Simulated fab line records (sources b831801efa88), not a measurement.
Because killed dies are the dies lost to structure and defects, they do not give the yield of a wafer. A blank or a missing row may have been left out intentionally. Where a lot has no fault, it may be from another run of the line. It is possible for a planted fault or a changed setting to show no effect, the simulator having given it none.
Comparing a struck lot with a sound one	flow sky130	35 out of 708 route steps
Sound: the wafers L622.2, L622.3, L622.4. The struck wafers were L640.2, L640.4, L640.5. At the end, the cause is stated.
At each step with rows: each side's tool, then ch and its chambers, then its first start. Under that, the readings that differ: sound wafers	struck wafers	difference of the means	sigmas: that difference in standard deviations of wafers without a fault.
alike: words and numbers the same on both sides, and readings whose means are apart by under 2 such deviations; not compared: readings that were withheld, readings missing a value for some wafer, numbers with overlapping values and no deviation given by the record, and bounds like >300 which may hide the same value.
Wherever a step has rows on one side only, a row that says differs or no value, or a row with sigmas, the two part there. Numbers that don't overlap but have no deviation are shown without sigmas and don't part them. A reading missing from all wafers of one side parts the sides only when that side holds two or more wafers.

SKY_SD_P_CD_MEAS_07: target cd 380 nm.
  struck on cdSem-02, day 32 10:51; sound on cdSem-02, day 26 13:45
  alike: cdNm
SKY_SD_P_OVL_MEAS_08:
  struck on overlay-01, day 32 10:57; sound on overlay-01, day 26 13:51
  alike: SD_P_OVL
then, 1 step without rows for these wafers: SKY_SD_P_IMPLANT_09.
SKY_SD_P_STRIP_10: strips in O2/N2.
  sound on plasmaAsher-04 ch 0,1, day 26 14:02; struck on plasmaAsher-04 ch 0,1, day 32 11:08
  alike: drypumpMotorCurrentA, oesProductAu, stripTimeToEndpointS
  not compared: rfHoursCounterH
SKY_SD_P_TW_MEAS_11:
  struck on filmMetro-02, day 32 11:14; sound on filmMetro-03, day 26 14:08
  alike: SD_P_TW
then, 7 steps without rows for these wafers: SKY_RES_XHIGH_DEHYDRATE_00 (time 60 s); SKY_RES_XHIGH_HMDS_01 (prime time 60 s); SKY_RES_XHIGH_COAT_02 (resist thk 1140 nm); SKY_RES_XHIGH_SOFTBAKE_03 (time 60 s); SKY_RES_XHIGH_EXPOSE_04 (exposes mask URPM, target cd 1270 nm); SKY_RES_XHIGH_PEB_05; SKY_RES_XHIGH_DEVELOP_06 (develop time 60 s).
SKY_RES_XHIGH_IMPLANT_07:
  sound on implanter-04 ch 0, day 27 18:23; struck on implanter-02 ch 0, day 33 14:04
  alike: tiltDeg
SKY_RES_XHIGH_STRIP_08: strips in O2/N2.
  sound on plasmaAsher-03 ch 0,1, day 27 18:30; struck on plasmaAsher-01 ch 0,1, day 33 14:12
reading	sound	struck	difference	sigmas
oesProductAu (a.u.)	0.704 0.701 0.711	0.691 0.693 0.694	-0.013	-3
stripTimeToEndpointS (s)	14.24 14.32 14.27	15.07 15.09 15.04	+0.79	+20
  alike: drypumpMotorCurrentA
  not compared: rfHoursCounterH
SKY_RES_XHIGH_TW_MEAS_09:
  struck on filmMetro-02, day 33 14:19; sound on filmMetro-02, day 27 18:37
reading	sound	struck	difference	sigmas
RES_XHIGH_TW	1632 1635 1640	1995 1999 2005	+364	+33
then, 7 steps without rows for these wafers: SKY_SD_N_DEHYDRATE_00 (time 60 s); SKY_SD_N_HMDS_01 (prime time 60 s); SKY_SD_N_COAT_02 (resist thk 1140 nm); SKY_SD_N_SOFTBAKE_03 (time 60 s); SKY_SD_N_EXPOSE_04 (exposes mask NSDM, target cd 380 nm); SKY_SD_N_PEB_05; SKY_SD_N_DEVELOP_06 (develop time 60 s).
SKY_SD_N_CD_MEAS_07: target cd 380 nm.
  struck on cdSem-02, day 34 16:57; sound on cdSem-02, day 28 22:40
  alike: cdNm
SKY_SD_N_OVL_MEAS_08:
  struck on overlay-02, day 34 17:03; sound on overlay-01, day 28 22:46
  alike: SD_N_OVL
then, 2 steps without rows for these wafers: SKY_SD_N_IMPLANT_09; SKY_SD_N_IMPLANT_10.
SKY_SD_N_STRIP_11: strips in O2/N2.
  sound on plasmaAsher-02 ch 0,1, day 28 23:05; struck on plasmaAsher-02 ch 0,1, day 34 17:23
reading	sound	struck	difference	sigmas
oesProductAu (a.u.)	0.538 0.533 0.529	0.524 0.524 0.525	-0.009	-2
  alike: drypumpMotorCurrentA, stripTimeToEndpointS
  not compared: rfHoursCounterH
SKY_SD_N_TW_MEAS_12:
  struck on filmMetro-02, day 34 17:29; sound on filmMetro-04, day 28 23:14
reading	sound	struck	difference	sigmas
SD_N_TW	4016 4018 4038	3924 3963 3954	-77	-3
then, 1 step without rows for these wafers: SKY_SD_N_CLEAN_13 (cleans in SC1/SC2, time 150 s).
SKY_SD_N_RTA_14: time 2 s.
  sound on rtpAnneal-01 ch 0, day 28 23:21; struck on rtpAnneal-02 ch 0, day 34 17:39
  alike: lampPowerPct, wafer_temp_C_max
SKY_SD_N_RS_MEAS_16: measurement is done with a four-point probe.
  struck on filmMetro-02, day 34 17:56; sound on filmMetro-03, day 28 23:32
  alike: SD_N_RS
SKY_SD_N_RS_MEAS_17: measurement is done with a four-point probe.
  struck on filmMetro-02, day 34 18:04; sound on filmMetro-03, day 28 23:39
  alike: SD_P_RS
SKY_SD_N_RS_MEAS_18: measurement is done with a four-point probe.
  struck on filmMetro-02, day 34 18:11; sound on filmMetro-03, day 28 23:46
reading	sound	struck	difference	sigmas
RES_XHIGH_RS (ohm/sq)	331.4 333.3 332.4	204.0 202.9 202.8	-129.1	-99 or more
then, 1 step without rows for these wafers: SKY_SALICIDE_CLEAN_00 (cleans in HF-last, time 30 s).
-- the record jumps here: 16 days lie between the struck wafers' starts before and after (it left off in module SALICIDE and takes up again in module PAD_OPEN, whose first step shown is number 708 of the route) --
SKY_PAD_OPEN_PROBE_99:
  struck on prober-02, day 50 11:38; sound on prober-01, day 46 16:57
reading	sound	struck	difference	sigmas
model.etest.resXhighPo.lineOhmUm	5748 5622 5720	1823 1894 1888	-3828	
model.etest.resXhighPo.rsOhmSq	2018 1965 2027	642.9 658 655.6	-1351.2	
model.etest.resXhighPo.rsOhmSqRimLessCentre	6.017 16.46 0.3777	44.34 39.07 44.69	+35.08	
  alike: killed_at_M0_to_M3, killed_at_M4_up, killedAtContacts, killedAtFrontEnd, killedAtOther, killedDies, killedOpen, killedShort
  not compared: model.etest.resXhighPo.rsOhmSqRange

== WHERE THEY PART ==
First at SKY_RES_XHIGH_STRIP_08; last, within this record, at SKY_SD_N_RS_MEAS_18. Later steps at which nothing parts them and some readings are alike: SKY_PAD_OPEN_PROBE_99.

WHY: the cause the simulator had injected
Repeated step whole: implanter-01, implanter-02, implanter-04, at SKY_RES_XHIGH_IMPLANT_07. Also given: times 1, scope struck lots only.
